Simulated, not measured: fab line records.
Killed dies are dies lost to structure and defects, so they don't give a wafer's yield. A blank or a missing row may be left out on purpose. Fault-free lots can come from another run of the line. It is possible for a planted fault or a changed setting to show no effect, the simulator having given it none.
What tool caused it? || flow gf180mcu || Sampling: 13 lots, 39 wafers, 6 of 602 route steps

== WHAT THE GAUGES READ, wafer by wafer ==
GF_STI_THK_MEAS_30. Usual: for STI_OXIDATION_02_THK the level is 10.01 nm and the standard deviation is 0.18.
{"lot": "L437", "measured": "day 2 06:06", "on": "film-metro-02", "STI_OXIDATION_02_THK (nm)": "9.79 9.83 9.85", "flag": ""}
{"lot": "L438", "measured": "day 2 11:46", "on": "film-metro-02", "STI_OXIDATION_02_THK (nm)": "10.09 10.20 10.06", "flag": ""}
{"lot": "L441", "measured": "day 3 12:44", "on": "film-metro-04", "STI_OXIDATION_02_THK (nm)": "9.71 9.80 9.82", "flag": ""}
{"lot": "L443", "measured": "day 3 15:34", "on": "film-metro-04", "STI_OXIDATION_02_THK (nm)": "10.07 10.20 10.07", "flag": ""}
{"lot": "L444", "measured": "day 3 19:55", "on": "film-metro-02", "STI_OXIDATION_02_THK (nm)": "9.80 9.84 9.96", "flag": ""}
{"lot": "L445", "measured": "day 4 02:53", "on": "film-metro-01", "STI_OXIDATION_02_THK (nm)": "9.99 10.04 9.89", "flag": ""}
{"lot": "L446", "measured": "day 4 08:38", "on": "film-metro-04", "STI_OXIDATION_02_THK (nm)": "10.43 10.19 10.16", "flag": ""}
{"lot": "L447", "measured": "day 4 10:02", "on": "film-metro-01", "STI_OXIDATION_02_THK (nm)": "9.94 9.81 9.78", "flag": ""}
{"lot": "L450", "measured": "day 5 00:04", "on": "film-metro-04", "STI_OXIDATION_02_THK (nm)": "10.12 9.96 9.91", "flag": ""}
{"lot": "L451", "measured": "day 5 04:48", "on": "film-metro-04", "STI_OXIDATION_02_THK (nm)": "10.10 10.25 9.94", "flag": ""}
{"lot": "L453", "measured": "day 5 15:14", "on": "film-metro-04", "STI_OXIDATION_02_THK (nm)": "10.23 10.29 10.02", "flag": ""}
{"lot": "L456", "measured": "day 6 07:52", "on": "film-metro-04", "STI_OXIDATION_02_THK (nm)": "10.07 9.93 9.99", "flag": ""}
{"lot": "L459", "measured": "day 6 22:34", "on": "film-metro-04", "STI_OXIDATION_02_THK (nm)": "9.95 10.06 10.00", "flag": ""}

GF_HV_LDD_TW_MEAS_38. Usual: for HV_LDD_3_TW the level is 1429 and the standard deviation is 7.3.
{"lot": "L437", "measured": "day 11 07:04", "on": "film-metro-01", "HV_LDD_3_TW": "1438 1430 1432", "flag": ""}
{"lot": "L438", "measured": "day 11 18:11", "on": "film-metro-02", "HV_LDD_3_TW": "1425 1419 1420", "flag": ""}
{"lot": "L441", "measured": "day 13 06:40", "on": "film-metro-03", "HV_LDD_3_TW": "1436 1439 1435", "flag": ""}
{"lot": "L443", "measured": "day 13 17:28", "on": "film-metro-01", "HV_LDD_3_TW": "1429 1426 1428", "flag": ""}
{"lot": "L444", "measured": "day 13 17:43", "on": "film-metro-01", "HV_LDD_3_TW": "1428 1432 1437", "flag": ""}
{"lot": "L445", "measured": "day 14 14:13", "on": "film-metro-02", "HV_LDD_3_TW": "1424 1426 1428", "flag": ""}
{"lot": "L446", "measured": "day 15 00:04", "on": "film-metro-03", "HV_LDD_3_TW": "1430 1435 1429", "flag": ""}
{"lot": "L447", "measured": "day 15 08:10", "on": "film-metro-02", "HV_LDD_3_TW": "1426 1430 1422", "flag": ""}
{"lot": "L450", "measured": "day 16 05:40", "on": "film-metro-02", "HV_LDD_3_TW": "1365 1361 1362 1359 1368 1366", "flag": "OFF"}
{"lot": "L451", "measured": "day 16 04:43", "on": "film-metro-03", "HV_LDD_3_TW": "1367 1365 1369 1365 1366 1367", "flag": "OFF"}
{"lot": "L453", "measured": "day 16 20:10", "on": "film-metro-01", "HV_LDD_3_TW": "1423 1434 1436", "flag": ""}
{"lot": "L456", "measured": "day 17 16:31", "on": "film-metro-01", "HV_LDD_3_TW": "1432 1423 1427", "flag": ""}
{"lot": "L459", "measured": "day 18 09:34", "on": "film-metro-03", "HV_LDD_3_TW": "1433 1418 1427", "flag": ""}

GF_HV_LDD_RS_MEAS_53: measures by four-point-probe. Usual: for HV_LDD_RS the level is 418.1 ohm/sq and the standard deviation is 0.89.
{"lot": "L437", "measured": "day 12 01:07", "on": "film-metro-03", "HV_LDD_RS (ohm/sq)": "417.9 418.0 417.6", "flag": ""}
{"lot": "L438", "measured": "day 12 12:53", "on": "film-metro-03", "HV_LDD_RS (ohm/sq)": "418.7 419.5 419.8", "flag": ""}
{"lot": "L441", "measured": "day 14 03:17", "on": "film-metro-02", "HV_LDD_RS (ohm/sq)": "416.5 417.6 416.4", "flag": ""}
{"lot": "L443", "measured": "day 14 14:14", "on": "film-metro-01", "HV_LDD_RS (ohm/sq)": "420.3 419.2 420.1", "flag": ""}
{"lot": "L444", "measured": "day 14 14:26", "on": "film-metro-02", "HV_LDD_RS (ohm/sq)": "417.7 417.5 418.0", "flag": ""}
{"lot": "L445", "measured": "day 15 11:41", "on": "film-metro-01", "HV_LDD_RS (ohm/sq)": "418.7 417.3 418.4", "flag": ""}
{"lot": "L446", "measured": "day 15 22:19", "on": "film-metro-03", "HV_LDD_RS (ohm/sq)": "418.8 418.1 419.0", "flag": ""}
{"lot": "L447", "measured": "day 16 06:25", "on": "film-metro-01", "HV_LDD_RS (ohm/sq)": "418.1 417.0 416.5", "flag": ""}
{"lot": "L450", "measured": "day 17 05:04", "on": "film-metro-03", "HV_LDD_RS (ohm/sq)": "429.8 428.6 429.0 429.2 429.3 429.1", "flag": "OFF"}
{"lot": "L451", "measured": "day 17 03:52", "on": "film-metro-01", "HV_LDD_RS (ohm/sq)": "429.5 429.4 429.0 429.1 430.3 429.6", "flag": "OFF"}
{"lot": "L453", "measured": "day 17 19:23", "on": "film-metro-01", "HV_LDD_RS (ohm/sq)": "418.3 417.9 418.8", "flag": ""}
{"lot": "L456", "measured": "day 18 16:59", "on": "film-metro-03", "HV_LDD_RS (ohm/sq)": "418.6 417.2 418.2", "flag": ""}
{"lot": "L459", "measured": "day 19 10:18", "on": "film-metro-01", "HV_LDD_RS (ohm/sq)": "419.9 419.3 418.6", "flag": ""}

GF_SAB_CD_MEAS_09 targets a cd of 420 nm. Usual: cd-nm reads 420.8 nm (standard deviation 2.3).
{"lot": "L437", "measured": "day 14 13:07", "on": "cd-sem-01", "cd-nm (nm)": "415.9 418.7 419.4", "flag": ""}
{"lot": "L438", "measured": "day 15 03:02", "on": "cd-sem-01", "cd-nm (nm)": "422.2 421.4 422.9", "flag": ""}
{"lot": "L441", "measured": "day 16 21:29", "on": "cd-sem-02", "cd-nm (nm)": "420.4 419.3 419.7", "flag": ""}
{"lot": "L443", "measured": "day 17 11:12", "on": "cd-sem-01", "cd-nm (nm)": "418.7 417.4 418.2", "flag": ""}
{"lot": "L444", "measured": "day 17 13:42", "on": "cd-sem-01", "cd-nm (nm)": "422.2 422.7 421.4", "flag": ""}
{"lot": "L445", "measured": "day 18 11:51", "on": "cd-sem-01", "cd-nm (nm)": "421.6 419.9 421.4", "flag": ""}
{"lot": "L446", "measured": "day 18 22:43", "on": "cd-sem-01", "cd-nm (nm)": "417.8 419.4 419.2", "flag": ""}
{"lot": "L447", "measured": "day 19 08:49", "on": "cd-sem-02", "cd-nm (nm)": "420.9 419.9 418.3", "flag": ""}
{"lot": "L450", "measured": "day 20 09:46", "on": "cd-sem-02", "cd-nm (nm)": "424.9 424.5 423.8", "flag": ""}
{"lot": "L451", "measured": "day 20 07:51", "on": "cd-sem-01", "cd-nm (nm)": "426.1 424.7 425.0", "flag": ""}
{"lot": "L453", "measured": "day 20 23:09", "on": "cd-sem-02", "cd-nm (nm)": "421.7 421.1 420.6", "flag": ""}
{"lot": "L456", "measured": "day 21 22:23", "on": "cd-sem-01", "cd-nm (nm)": "420.5 422.3 419.6", "flag": ""}
{"lot": "L459", "measured": "day 22 14:37", "on": "cd-sem-02", "cd-nm (nm)": "423.4 423.3 424.9", "flag": ""}

GF_SALICIDE_RS_MEAS_04: measures by four-point-probe. Usual: for SALICIDE_TIN_RS the level is 16.95 ohm/sq and the standard deviation is 0.27.
{"lot": "L437", "measured": "day 14 13:40", "on": "film-metro-03", "SALICIDE_TIN_RS (ohm/sq)": "17.24 17.55 17.33", "flag": ""}
{"lot": "L438", "measured": "day 15 03:35", "on": "film-metro-03", "SALICIDE_TIN_RS (ohm/sq)": "16.19 16.62 16.81", "flag": ""}
{"lot": "L441", "measured": "day 16 22:03", "on": "film-metro-04", "SALICIDE_TIN_RS (ohm/sq)": "16.61 16.90 16.89", "flag": ""}
{"lot": "L443", "measured": "day 17 11:45", "on": "film-metro-04", "SALICIDE_TIN_RS (ohm/sq)": "16.70 16.85 16.53", "flag": ""}
{"lot": "L444", "measured": "day 17 14:16", "on": "film-metro-04", "SALICIDE_TIN_RS (ohm/sq)": "16.97 16.95 16.96", "flag": ""}
{"lot": "L445", "measured": "day 18 12:25", "on": "film-metro-04", "SALICIDE_TIN_RS (ohm/sq)": "17.38 17.34 16.90", "flag": ""}
{"lot": "L446", "measured": "day 18 23:18", "on": "film-metro-01", "SALICIDE_TIN_RS (ohm/sq)": "16.65 16.56 16.94", "flag": ""}
{"lot": "L447", "measured": "day 19 09:22", "on": "film-metro-01", "SALICIDE_TIN_RS (ohm/sq)": "16.72 16.69 16.49", "flag": ""}
{"lot": "L450", "measured": "day 20 10:22", "on": "film-metro-01", "SALICIDE_TIN_RS (ohm/sq)": "17.07 17.25 17.27", "flag": ""}
{"lot": "L451", "measured": "day 20 08:25", "on": "film-metro-01", "SALICIDE_TIN_RS (ohm/sq)": "17.12 17.61 17.51", "flag": ""}
{"lot": "L453", "measured": "day 20 23:43", "on": "film-metro-01", "SALICIDE_TIN_RS (ohm/sq)": "17.50 17.51 17.49", "flag": ""}
{"lot": "L456", "measured": "day 21 22:56", "on": "film-metro-04", "SALICIDE_TIN_RS (ohm/sq)": "16.85 16.69 16.81", "flag": ""}
{"lot": "L459", "measured": "day 22 15:10", "on": "film-metro-01", "SALICIDE_TIN_RS (ohm/sq)": "16.85 16.65 16.95", "flag": ""}

== WHAT TOOL EACH LOT RAN ON (gives the tool, then ch and the chambers of the sampled wafers, and finally the start) ==
{"lot": "L437", "GF_HV_LDD_IMPLANT_34": "implanter-03 ch 0, day 11 06:32"}
{"lot": "L438", "GF_HV_LDD_IMPLANT_34": "implanter-01 ch 0, day 11 17:40"}
{"lot": "L441", "GF_HV_LDD_IMPLANT_34": "implanter-02 ch 0, day 13 06:07"}
{"lot": "L443", "GF_HV_LDD_IMPLANT_34": "implanter-01 ch 0, day 13 16:55"}
{"lot": "L444", "GF_HV_LDD_IMPLANT_34": "implanter-02 ch 0, day 13 17:10"}
{"lot": "L445", "GF_HV_LDD_IMPLANT_34": "implanter-03 ch 0, day 14 13:40"}
{"lot": "L446", "GF_HV_LDD_IMPLANT_34": "implanter-02 ch 0, day 14 23:32"}
{"lot": "L447", "GF_HV_LDD_IMPLANT_34": "implanter-01 ch 0, day 15 07:38"}
{"lot": "L450", "GF_HV_LDD_IMPLANT_34": "implanter-01 ch 0, day 16 05:08"}
{"lot": "L451", "GF_HV_LDD_IMPLANT_34": "implanter-01 ch 0, day 16 04:10"}
{"lot": "L453", "GF_HV_LDD_IMPLANT_34": "implanter-03 ch 0, day 16 19:37"}
{"lot": "L456", "GF_HV_LDD_IMPLANT_34": "implanter-03 ch 0, day 17 15:58"}
{"lot": "L459", "GF_HV_LDD_IMPLANT_34": "implanter-02 ch 0, day 18 09:02"}
- GF_HV_LDD_IMPLANT_34

== WHAT THE TOOLS THEMSELVES READ (means of the sampled wafers that have a number; where no wafer has one, the mark that the record gives instead) ==
GF_HV_LDD_IMPLANT_34. Usual: dose-ions-cm2 7.5e+12, standard deviation 8e+09; faraday-current-uA 42.3, standard deviation 0.85.
{"lot": "L437", "tool": "implanter-03", "dose-ions-cm2": 7.5e+12, "faraday-current-uA": 42.5, "flag": ""}
{"lot": "L438", "tool": "implanter-01", "dose-ions-cm2": 7.5e+12, "faraday-current-uA": 41.8, "flag": ""}
{"lot": "L441", "tool": "implanter-02", "dose-ions-cm2": 7.5e+12, "faraday-current-uA": 42.7, "flag": ""}
{"lot": "L443", "tool": "implanter-01", "dose-ions-cm2": 7.5e+12, "faraday-current-uA": 41.8, "flag": ""}
{"lot": "L444", "tool": "implanter-02", "dose-ions-cm2": 7.5e+12, "faraday-current-uA": 41.6, "flag": ""}
{"lot": "L445", "tool": "implanter-03", "dose-ions-cm2": 7.5e+12, "faraday-current-uA": 42.0, "flag": ""}
{"lot": "L446", "tool": "implanter-02", "dose-ions-cm2": 7.5e+12, "faraday-current-uA": 42.5, "flag": ""}
{"lot": "L447", "tool": "implanter-01", "dose-ions-cm2": 7.5e+12, "faraday-current-uA": 42.1, "flag": ""}
{"lot": "L450", "tool": "implanter-01", "dose-ions-cm2": 3.6e+12, "faraday-current-uA": 20.4, "flag": "OFF"}
{"lot": "L451", "tool": "implanter-01", "dose-ions-cm2": 3.6e+12, "faraday-current-uA": 20.5, "flag": "OFF"}
{"lot": "L453", "tool": "implanter-03", "dose-ions-cm2": 7.5e+12, "faraday-current-uA": 41.4, "flag": ""}
{"lot": "L456", "tool": "implanter-03", "dose-ions-cm2": 7.5e+12, "faraday-current-uA": 43.0, "flag": ""}
{"lot": "L459", "tool": "implanter-02", "dose-ions-cm2": 7.5e+12, "faraday-current-uA": 42.0, "flag": ""}

== THE ANSWER, worked out from the rows above alone ==
Rule: lot off if the mean of its wafers having a number is beyond 3 standard deviations from the usual mean. A lot without any number at a reading at which 4 lots or more have one is off too. Where the step has rows for the other lots, those lots are counted as sound. First the gauges in route order, then the tools' own readings, where a lot's mean is used as printed above. At the first step where some lot is off, the reading lying furthest off is the one used; lots without a number count as furthest.
Off: L450, L451, at GF_HV_LDD_TW_MEAS_38 (HV_LDD_3_TW).
If a tool, at a process step before that reading, ran all the lots that are off and no sound lot after the first of them, it fits. The gauges at GF_HV_LDD_TW_MEAS_38 aren't tried: what is off there is off at GF_HV_LDD_IMPLANT_34 too, on other tools, and a gauge's error can't cause that. One fits: GF_HV_LDD_IMPLANT_34 on implanter-01. Its last sound lot is L447 (day 15 07:38), its first lot that is off L451 (day 16 04:10): a fault that began between those two fits.
The tool's own readings at GF_HV_LDD_IMPLANT_34 bear it out: on the lots that are off they differ by more than 5 times the standard deviation of the sound lots' means. dose-ions-cm2 reads 3.6e+12 there against 7.5e+12 on the sound lots; faraday-current-uA reads 20.4 there against 42.1 on the sound lots.

== WHAT THE SIMULATOR HAD INSERTED ==
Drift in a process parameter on implanter-01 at GF_HV_LDD_IMPLANT_34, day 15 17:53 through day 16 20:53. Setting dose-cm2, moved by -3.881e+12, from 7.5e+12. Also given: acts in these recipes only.
Shown lots that were struck: L450, L451. Same finding as the rule above.
